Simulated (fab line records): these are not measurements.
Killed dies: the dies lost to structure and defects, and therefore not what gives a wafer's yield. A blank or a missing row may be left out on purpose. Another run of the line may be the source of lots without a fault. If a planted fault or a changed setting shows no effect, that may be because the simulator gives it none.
Matching of chambers    flow sky130    SKY_VIA3_HDPCVD_00 on hdpcvd-02: 3 sister chambers
The step deposits SiO2, target thk 1635 nm, time 272.5 s. 18 wafers are shown with their chamber, then 9 later ones without.

== WAFERS WITH THEIR CHAMBER ==
wafer   chamber  runLengthS (s)
L545.1  2        301.0
L545.2  0        300.7
L545.3  1        299.4
L548.2  2        300.5
L548.4  2        300.6
L548.6  1        299.4
L549.3  1        299.6
L549.4  1        299.3
L549.6  0        300.4
L552.1  0        300.7
L552.4  2        300.4
L552.5  1        299.9
L551.1  1        299.6
L551.3  0        300.1
L551.6  1        299.3
L553.1  2        300.0
L553.2  0        300.2
L553.4  2        300.6

SIGNATURES (averages over the wafers above)
reading     chamber 0  chamber 1  chamber 2  scatter within a chamber
runLengthS  300.420    299.500    300.517    0.273
Rule: for a wafer and a chamber, the distance is found by dividing, reading by reading, the gap between the wafer's reading and the chamber's mean by the reading's scatter, squaring, summing and taking the root. The wafer belongs to the nearest chamber; if the next one is less than 2 further off, it can't be placed. The scatter: take each reading less its chamber's mean, square it, sum over the shown wafers, divide by the number of wafers less the number of chambers, and take the root.

== WAFERS WHOSE CHAMBER IS MISSING ==
wafer   runLengthS (s)
L556.3  300.2
L556.4  300.3
L556.6  299.7
L557.1  300.1
L557.4  300.1
L557.6  300.4
L558.1  300.4
L558.3  300.3
L558.6  300.8

== THE CHAMBER EACH PASSED THROUGH ==
wafer   from the rows above           in truth
L556.3  can't be placed: 0 or 2 or 1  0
L556.4  can't be placed: 0 or 2       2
L556.6  can't be placed: 1 or 0       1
L557.1  can't be placed: 0 or 2 or 1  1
L557.4  can't be placed: 0 or 2 or 1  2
L557.6  can't be placed: 0 or 2       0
L558.1  can't be placed: 0 or 2       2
L558.3  can't be placed: 0 or 2       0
L558.6  can't be placed: 2 or 0       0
Correctly placed: 0 of 9. Not placeable from these rows: 9 (in 9, the candidates include the true chamber). Wrongly placed: 0.
